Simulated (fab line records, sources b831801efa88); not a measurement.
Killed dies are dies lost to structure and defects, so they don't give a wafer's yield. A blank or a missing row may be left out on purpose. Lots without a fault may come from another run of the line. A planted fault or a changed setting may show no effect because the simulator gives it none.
Which tool did it? | flow gf180mcu | 14 lots, 42 wafers sampled, at 4 steps of a route of 602

WHAT THE GAUGES READ, wafer by wafer
GF_POLY_GATE_CD_MEAS_10: target cd 280 nm.
lot  | measured     | on        | cd_nm (nm)
L675 | day 9 07:26  | cd_sem-02 | 278.6 278.8 279.5
L676 | day 9 12:14  | cd_sem-02 | 280.9 279.8 281.0
L678 | day 10 06:40 | cd_sem-01 | 280.5 280.9 281.0
L681 | day 11 04:20 | cd_sem-02 | 281.8 280.2 280.7
L683 | day 11 19:17 | cd_sem-01 | 281.4 282.0 282.1
L686 | day 12 10:31 | cd_sem-01 | 281.9 281.5 281.4
L687 | day 12 20:32 | cd_sem-01 | 280.2 279.8 280.1
L688 | day 12 23:50 | cd_sem-01 | 279.2 279.6 278.8
L689 | day 13 04:08 | cd_sem-01 | 279.0 278.5 280.3
L690 | day 13 07:32 | cd_sem-01 | 279.8 282.0 281.8
L692 | day 13 21:27 | cd_sem-01 | 279.4 278.7 278.7
L694 | day 14 14:26 | cd_sem-01 | 283.2 282.4 281.4
L697 | day 15 07:31 | cd_sem-01 | 279.6 280.6 280.6
L698 | day 15 16:49 | cd_sem-02 | 277.9 279.0 278.3

GF_POLY_GATE_CD_MEAS_18.
lot  | measured     | on        | cd_nm (nm)
L675 | day 9 09:10  | cd_sem-01 | 277.8 277.8 275.0
L676 | day 9 13:58  | cd_sem-02 | 280.6 278.9 281.0
L678 | day 10 08:41 | cd_sem-02 | 279.4 281.1 281.8
L681 | day 11 06:04 | cd_sem-01 | 280.4 280.0 277.8
L683 | day 11 22:04 | cd_sem-02 | 281.8 282.3 278.8
L686 | day 12 12:14 | cd_sem-01 | 284.7 283.8 281.1
L687 | day 12 22:16 | cd_sem-02 | 280.2 276.9 277.9
L688 | day 13 06:55 | cd_sem-02 | 281.0 277.4 276.4
L689 | day 13 06:59 | cd_sem-01 | 277.3 277.6 277.3
L690 | day 13 12:08 | cd_sem-02 | 279.2 281.4 280.4
L692 | day 14 00:28 | cd_sem-01 | 278.0 275.9 277.2
L694 | day 14 16:59 | cd_sem-01 | 280.7 283.2 279.5
L697 | day 15 09:14 | cd_sem-02 | 281.3 279.3 280.0
L698 | day 15 19:23 | cd_sem-01 | 279.3 277.5 277.2

WHICH TOOL RAN EACH LOT (tool, then ch and the chambers of the sampled wafers, then the start)
lot  | GF_VT_IMPLANT_STRIP_20               | GF_POLY_GATE_DEVELOP_09
L675 | plasma_asher-04 ch 0,1, day 6 08:02  | litho_track-01 ch 0, day 9 07:17
L676 | plasma_asher-04 ch 0,1, day 6 13:54  | litho_track-01 ch 0, day 9 12:05
L678 | plasma_asher-03 ch 1, day 7 02:14    | litho_track-03 ch 0, day 10 06:31
L681 | plasma_asher-04 ch 0,1, day 7 23:30  | litho_track-01 ch 0, day 11 04:07
L683 | plasma_asher-02 ch 0,1, day 8 13:45  | litho_track-03 ch 0, day 11 19:08
L686 | plasma_asher-03 ch 0,1, day 9 04:32  | litho_track-01 ch 0, day 12 10:22
L687 | plasma_asher-04 ch 0,1, day 9 14:09  | litho_track-01 ch 0, day 12 20:23
L688 | plasma_asher-04 ch 0,1, day 9 17:50  | litho_track-03 ch 0, day 12 23:41
L689 | plasma_asher-02 ch 0,1, day 10 00:26 | litho_track-04 ch 0, day 13 04:00
L690 | plasma_asher-03 ch 0,1, day 10 04:54 | litho_track-03 ch 0, day 13 07:23
L692 | plasma_asher-03 ch 0,1, day 10 18:16 | litho_track-03 ch 0, day 13 21:19
L694 | plasma_asher-03 ch 1, day 11 08:11   | litho_track-03 ch 0, day 14 14:17
L697 | plasma_asher-04 ch 0,1, day 12 03:29 | litho_track-04 ch 0, day 15 07:22
L698 | plasma_asher-03 ch 0,1, day 12 10:11 | litho_track-01 ch 0, day 15 16:40
- GF_VT_IMPLANT_STRIP_20: strips in O2/N2.
- GF_POLY_GATE_DEVELOP_09: develop time 60 s.

WHAT THE TOOLS THEMSELVES READ (means of the sampled wafers that have a number; where no wafer has one, the mark that the record gives instead)
GF_VT_IMPLANT_STRIP_20.
lot  | tool            | drypump_motor_current_A (A) | heater_power_w (W) | oes_product_au (a.u.) | strip_time_to_endpoint_s (s)
L675 | plasma_asher-04 | 5.7                         | 326                | 0.716                 | 12.65
L676 | plasma_asher-04 | 5.7                         | 334                | 0.714                 | 12.60
L678 | plasma_asher-03 | 5.5                         | 324                | 0.720                 | 12.66
L681 | plasma_asher-04 | 5.7                         | 327                | 0.712                 | 12.59
L683 | plasma_asher-02 | 6.0                         | 330                | 0.717                 | 12.68
L686 | plasma_asher-03 | 6.0                         | 305                | 0.714                 | 12.62
L687 | plasma_asher-04 | 5.6                         | 326                | 0.713                 | 12.64
L688 | plasma_asher-04 | 5.7                         | 322                | 0.711                 | 12.59
L689 | plasma_asher-02 | 5.7                         | 335                | 0.715                 | 12.60
L690 | plasma_asher-03 | 5.9                         | 310                | 0.715                 | 12.64
L692 | plasma_asher-03 | 5.7                         | 313                | 0.717                 | 12.61
L694 | plasma_asher-03 | 5.5                         | 328                | 0.714                 | 12.64
L697 | plasma_asher-04 | 5.7                         | 326                | 0.716                 | 12.64
L698 | plasma_asher-03 | 5.9                         | 309                | 0.721                 | 12.63

GF_POLY_GATE_DEVELOP_09.
lot  | tool           | developer_temp_C (C)
L675 | litho_track-01 | 21.06
L676 | litho_track-01 | 21.14
L678 | litho_track-03 | 21.06
L681 | litho_track-01 | 20.99
L683 | litho_track-03 | 21.06
L686 | litho_track-01 | 20.48
L687 | litho_track-01 | 20.41
L688 | litho_track-03 | 20.95
L689 | litho_track-04 | 20.98
L690 | litho_track-03 | 21.00
L692 | litho_track-03 | 21.00
L694 | litho_track-03 | 21.04
L697 | litho_track-04 | 21.00
L698 | litho_track-01 | 20.99

THE ANSWER, worked out from the rows above alone
Rule: what is usual is taken from the lots themselves. Put in order of their means at a reading, lots are off if they are a third of the lots or fewer, leave a main group of 4 or more, and stand apart from it by a gap of 3 or more times the standard deviation of the main group's means; of several such gaps the widest counts. A main group whose means are all the same, to the digits that the tables above print for the reading, isn't used. A lot without any number at a reading at which 4 lots or more have one is off too. The other lots that the step has rows for count as sound. The gauges are gone through in route order, then the tools' own readings, and for those a lot's mean is taken as printed above. The first step at which some lot is off is used, and at that step the reading that is off furthest; a lot without a number counts as furthest.
Off: L686, L687, at GF_POLY_GATE_DEVELOP_09 (developer_temp_C). The main group: mean 21.02 C, standard deviation 0.049.
A tool fits if, at that step or a process step before it, it ran every lot that is off, and no sound lot after the first of them. None of those tried fits.

WHAT THE SIMULATOR HAD PUT IN
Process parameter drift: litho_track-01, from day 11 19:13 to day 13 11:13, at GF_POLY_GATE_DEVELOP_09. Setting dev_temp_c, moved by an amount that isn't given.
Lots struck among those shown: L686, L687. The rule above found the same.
